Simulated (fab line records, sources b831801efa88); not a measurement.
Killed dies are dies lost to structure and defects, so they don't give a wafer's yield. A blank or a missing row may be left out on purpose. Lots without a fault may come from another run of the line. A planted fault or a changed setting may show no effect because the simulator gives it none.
Chamber matching | flow sky130 | SKY_PASSIVATION_CVD_00 on pecvd-01: 3 sister chambers
The step deposits SiO2, target thk 90 nm. 14 wafers are shown with their chamber, then 7 later ones without.

WAFERS WITH THEIR CHAMBER
wafer  | chamber | heater_power_w (W)
L868.1 | 2       | 712
L868.4 | 0       | 642
L868.6 | 2       | 749
L880.1 | 1       | 728
L880.3 | 2       | 841
L880.4 | 2       | 850
L882.3 | 2       | 750
L882.4 | 1       | 683
L882.5 | 1       | 676
L884.3 | 0       | 590
L884.4 | 2       | 815
L884.5 | 0       | 610
L886.2 | 1       | 761
L886.3 | 2       | 807

SIGNATURES (means of the wafers above)
reading        | chamber 0 | chamber 1 | chamber 2 | scatter within a chamber
heater_power_w | 614.00    | 712.00    | 789.14    | 45.4
Rule: a wafer's distance from a chamber is the root of the sum, over the readings, of the square of ((its reading less the chamber's mean) divided by the reading's scatter). The wafer belongs to the nearest chamber; if the next one is less than 2 further off, it can't be placed. The scatter: the root of (the sum of the squares of (reading less its chamber's mean) over the shown wafers, divided by (wafers less chambers)).

WAFERS WITHOUT THEIR CHAMBER
wafer  | heater_power_w (W)
L886.4 | 765
L888.1 | 609
L888.2 | 760
L888.4 | 767
L890.1 | 731
L890.2 | 601
L890.4 | 700

WHICH CHAMBER EACH WENT THROUGH
wafer  | from the rows above          | in truth
L886.4 | can't be placed: 2 or 1      | 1
L888.1 | 0                            | 0
L888.2 | can't be placed: 2 or 1      | 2
L888.4 | can't be placed: 2 or 1      | 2
L890.1 | can't be placed: 1 or 2      | 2
L890.2 | 0                            | 0
L890.4 | can't be placed: 1 or 0 or 2 | 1
Placed correctly: 2 of 7. Can't be placed from these rows: 5 (the true chamber is among the candidates in 5). Placed wrongly: 0.
